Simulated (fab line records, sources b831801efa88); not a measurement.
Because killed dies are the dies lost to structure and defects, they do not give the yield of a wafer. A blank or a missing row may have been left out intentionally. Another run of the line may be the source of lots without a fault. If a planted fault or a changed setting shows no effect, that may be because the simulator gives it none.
Problem report in the 8D (eight disciplines) form, filled by code -- flow gf180mcu -- the parts of the form that need people (team, actions taken, sign-off) are left out

== 1. THE PROBLEM ==
Across 3 wafers from 3 lots, STI_CVD_23_THK at GF_STI_THK_MEAS_24 averages 736 nm, while fault-free wafers read 650 nm with a standard deviation of 6. Relative to the usual mean, that is a shift of +14 standard deviations.
The first sign was on wafer L987.3 at day 5 03:31, on film metro-01. Wafers with a number at this step in the record: 38, from 13 lots. Rule for "out", or "out of limits": more than 4 standard deviations from the usual mean. All remaining wafers that have a number are taken as sound.

== 2. WHAT IT IS; WHAT IT IS NOT ==
question,is,is not
which readings at this step,STI_CVD_23_THK,-
which lots,"L987, L988, L994","L973, L975, L976, L979, L980, L981, L984, L985, L986, L989"
which wafers of those lots,"L987.3, L988.6, L994.3","L987.1, L987.5, L988.5, L994.1, L994.2"
read on which gauges,"film metro-01, film metro-04",film metro-02
when,from day 5 03:31,"up to then (29 sound wafers); but 6 sound wafers of L988, L989, L994 came after"

== 3. WHAT RULES OUT EACH SUSPECT ==
Counting: any tool at a process step up to the reading remains a suspect provided it ran every lot that is out. Sound lots after the first of them don't rule it out here, since some wafers of a struck lot are sound.
- the gauge at GF_STI_THK_MEAS_24 has been ruled out. The wafers that are out were read on 2 gauges (film metro-01, film metro-04).
- hdpcvd-01 at GF_STI_CVD_23 (deposits SiO2, target thk 650 nm, time 108.3 s): kept. Ran every lot that is out, first one L987 (day 5 03:26); last sound lot up to then L986 (day 4 23:52).
After counting, what remains is hdpcvd-01 at GF_STI_CVD_23.

== 4. THE CAUSE (what the simulator had put in) ==
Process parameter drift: hdpcvd-01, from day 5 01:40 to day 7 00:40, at GF_STI_CVD_23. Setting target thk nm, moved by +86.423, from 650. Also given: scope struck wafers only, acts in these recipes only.
Only this tool survived the counting.

== 5. THE EFFECT CHAIN, in route order ==
Each row: a reading where the mean over the struck wafers with a number is more than 3 standard deviations away from the usual. Only readings whose record carries a usual standard deviation are examined. hours: median over the lots of the time between each lot's start at the first step of this table that gives one and its start at this step. sigmas: the change, counted in usual standard deviations.
hours,step,reading,usual,on struck wafers,change,sigmas
0,GF_STI_THK_MEAS_24,STI_CVD_23_THK,650 nm,736,+86,+14
0,GF_STI_CMP_25,time to endpoint s,122 s,137,+15,+3.4
Its process steps:
- GF_STI_CMP_25: polishes, stops on Si3N4, t overpolish 33 s, target thk 524.6 nm.
Later steps that measure or inspect, where all struck wafers having a row at the step show a number for every such reading and not one has moved that far: GF_STI_THK_MEAS_30, GF_SAB_CD_MEAS_09.

== 6. WHAT WOULD HAVE CAUGHT IT SOONER ==
In this record the first reading out of limits at a measuring or inspecting step was taken at day 5 03:31, 2 hours after the fault began at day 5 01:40.
L988, L994, from the lots that are out (3), started GF_STI_CVD_23 on hdpcvd-01 later than day 5 03:31. A hold on the tool at that time would have spared those 2.
